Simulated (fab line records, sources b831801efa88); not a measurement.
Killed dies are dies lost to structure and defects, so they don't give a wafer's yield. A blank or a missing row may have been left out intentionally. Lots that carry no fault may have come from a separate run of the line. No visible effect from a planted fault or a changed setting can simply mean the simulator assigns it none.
What tool caused it?	flow sky130	10 lots, 30 wafers sampled, at 4 steps of a route of 708

WHAT THE GAUGES READ, wafer by wafer
SKY_RES_PROTECT_TW_MEAS_08.
lot	measured	on	POLY_GATE_TW
L948	day 15 01:38	filmMetro-04	4108 4124 4112
L949	day 15 04:08	filmMetro-02	4124 4087 4089
L953	day 16 17:50	filmMetro-03	4055 4053 4061
L955	day 17 07:47	filmMetro-02	4113 4114 4131
L960	day 19 07:40	filmMetro-04	4081 4070 4095
L963	day 20 19:27	filmMetro-04	4111 4128 4123
L964	day 20 19:50	filmMetro-03	3747 3722 3737 3741 3737 3747
L965	day 21 07:08	filmMetro-02	3775 3743 3758 3762 3764 3779
L966	day 21 07:23	filmMetro-03	4052 4014 4052
L971	day 23 03:55	filmMetro-04	4129 4125 4126

EACH LOT AND THE TOOL THAT RAN IT (in order: tool; ch and the chambers of the sampled wafers; start)
lot	SKY_SONOS_ONO_STRIP_17	SKY_POLY_GATE_IMPLANT_02	SKY_RES_PROTECT_STRIP_07
L948	plasmaAsher-02 ch 0, day 12 14:35	implanter-03 ch 0, day 15 01:23	plasmaAsher-03 ch 0,1, day 15 01:32
L949	plasmaAsher-02 ch 1, day 12 16:20	implanter-02 ch 0, day 15 03:51	plasmaAsher-03 ch 0,1, day 15 03:59
L953	plasmaAsher-02 ch 0, day 14 06:25	implanter-03 ch 0, day 16 17:35	plasmaAsher-03 ch 0,1, day 16 17:43
L955	plasmaAsher-01 ch 0,1, day 14 18:49	implanter-02 ch 0, day 17 07:32	plasmaAsher-01 ch 0,1, day 17 07:41
L960	plasmaAsher-04 ch 0,1, day 16 15:23	implanter-03 ch 0, day 19 07:26	plasmaAsher-03 ch 0,1, day 19 07:34
L963	plasmaAsher-04 ch 0,1, day 17 23:21	implanter-02 ch 0, day 20 19:11	plasmaAsher-03 ch 0,1, day 20 19:21
L964	plasmaAsher-01 ch 0,1, day 17 23:41	implanter-03 ch 0, day 20 19:37	plasmaAsher-04 ch 0,1, day 20 19:46
L965	plasmaAsher-02 ch 0,1, day 18 04:08	implanter-03 ch 0, day 21 06:52	plasmaAsher-04 ch 0,1, day 21 07:01
L966	plasmaAsher-04 ch 0,1, day 18 11:26	implanter-04 ch 0, day 21 07:09	plasmaAsher-04 ch 0,1, day 21 07:16
L971	plasmaAsher-02 ch 1, day 20 09:26	implanter-02 ch 0, day 23 03:41	plasmaAsher-04 ch 0,1, day 23 03:49
- SKY_SONOS_ONO_STRIP_17: strips in O2/N2.
- SKY_POLY_GATE_IMPLANT_02
- SKY_RES_PROTECT_STRIP_07: strips in O2/N2.

AS READ BY THE TOOLS THEMSELVES (means over the sampled wafers that have a number; for cases with no such wafer, the mark the record gives instead)
SKY_SONOS_ONO_STRIP_17.
lot	tool	drypumpMotorCurrentA (A)	oesProductAu (a.u.)	stripTimeToEndpointS (s)
L948	plasmaAsher-02	6.3	0.711	14.07
L949	plasmaAsher-02	5.1	0.716	14.02
L953	plasmaAsher-02	6.2	0.708	14.16
L955	plasmaAsher-01	5.7	0.710	14.09
L960	plasmaAsher-04	5.3	0.707	14.11
L963	plasmaAsher-04	5.9	0.706	14.04
L964	plasmaAsher-01	6.0	0.712	14.03
L965	plasmaAsher-02	5.9	0.712	14.11
L966	plasmaAsher-04	5.9	0.711	14.11
L971	plasmaAsher-02	5.2	0.710	14.10

SKY_POLY_GATE_IMPLANT_02.
lot	tool	beamOnS (s)	doseIonsCm2	endStationPressureTorr (Torr)
L948	implanter-03	37.5	7.698e+15	1.01e-05
L949	implanter-02	34.6	7.703e+15	1.09e-05
L953	implanter-03	37.8	7.708e+15	1.03e-05
L955	implanter-02	34.5	7.706e+15	1.07e-05
L960	implanter-03	38.0	7.693e+15	1.03e-05
L963	implanter-02	35.1	7.704e+15	1.19e-05
L964	implanter-03	15.9	3.205e+15	1.28e-05
L965	implanter-03	16.0	3.201e+15	1.35e-05
L966	implanter-04	33.8	7.704e+15	1.14e-05
L971	implanter-02	34.8	7.700e+15	1.10e-05

SKY_RES_PROTECT_STRIP_07.
lot	tool	drypumpMotorCurrentA (A)	oesProductAu (a.u.)	stripTimeToEndpointS (s)
L948	plasmaAsher-03	5.5	0.517	23.35
L949	plasmaAsher-03	5.6	0.518	23.34
L953	plasmaAsher-03	5.6	0.517	23.36
L955	plasmaAsher-01	5.7	0.520	23.31
L960	plasmaAsher-03	5.6	0.512	23.34
L963	plasmaAsher-03	5.6	0.512	23.35
L964	plasmaAsher-04	5.9	0.569	19.86
L965	plasmaAsher-04	5.3	0.570	19.77
L966	plasmaAsher-04	5.3	0.519	23.32
L971	plasmaAsher-04	5.3	0.516	23.33

THE ANSWER, worked out from the rows above alone
Rule: the usual values come from the lots themselves. The widest of any qualifying gaps counts: lots, ordered by their means at a reading, are off when they make up no more than a third of the lots, leave a main group of 4 or more, and stand apart from it by 3 or more times the standard deviation of that group's means. The tables above print the reading to a certain number of digits; a main group whose means all agree to those digits is not used. A lot without any number at a reading at which 4 lots or more have one is off too. Where the step has rows for the other lots, those lots are counted as sound. After the gauges, taken in route order, come the tools' own readings; for these a lot's mean is taken, as printed above. At the first step where some lot is off, the reading lying furthest off is the one used; lots without a number count as furthest.
Off: at SKY_RES_PROTECT_TW_MEAS_08 (POLY_GATE_TW), L964, L965. For the main group the mean is 4095 and the standard deviation 30.
If a tool, at a process step before that reading, ran all the lots that are off and no sound lot after the first of them, it fits. Not tried: the gauges at SKY_RES_PROTECT_TW_MEAS_08; whatever is off there is also off at SKY_POLY_GATE_IMPLANT_02, on other tools, and gauge error can't account for it. One fits: SKY_POLY_GATE_IMPLANT_02 on implanter-03. Its last sound lot is L960 (day 19 07:26), its first lot that is off L964 (day 20 19:37): a fault that began between those two fits.
The tool's own readings at SKY_POLY_GATE_IMPLANT_02 bear it out: on the lots that are off they differ by more than 5 times the standard deviation of the sound lots' means. beamOnS reads 15.9 s there against 35.8 s on the sound lots; doseIonsCm2 reads 3.203e+15 there against 7.702e+15 on the sound lots.

WHAT THE SIMULATOR HAD PUT IN
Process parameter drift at SKY_POLY_GATE_IMPLANT_02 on implanter-03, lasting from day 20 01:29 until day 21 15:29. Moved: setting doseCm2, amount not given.
Struck lots among those shown: L964, L965. The same result came from the rule above.
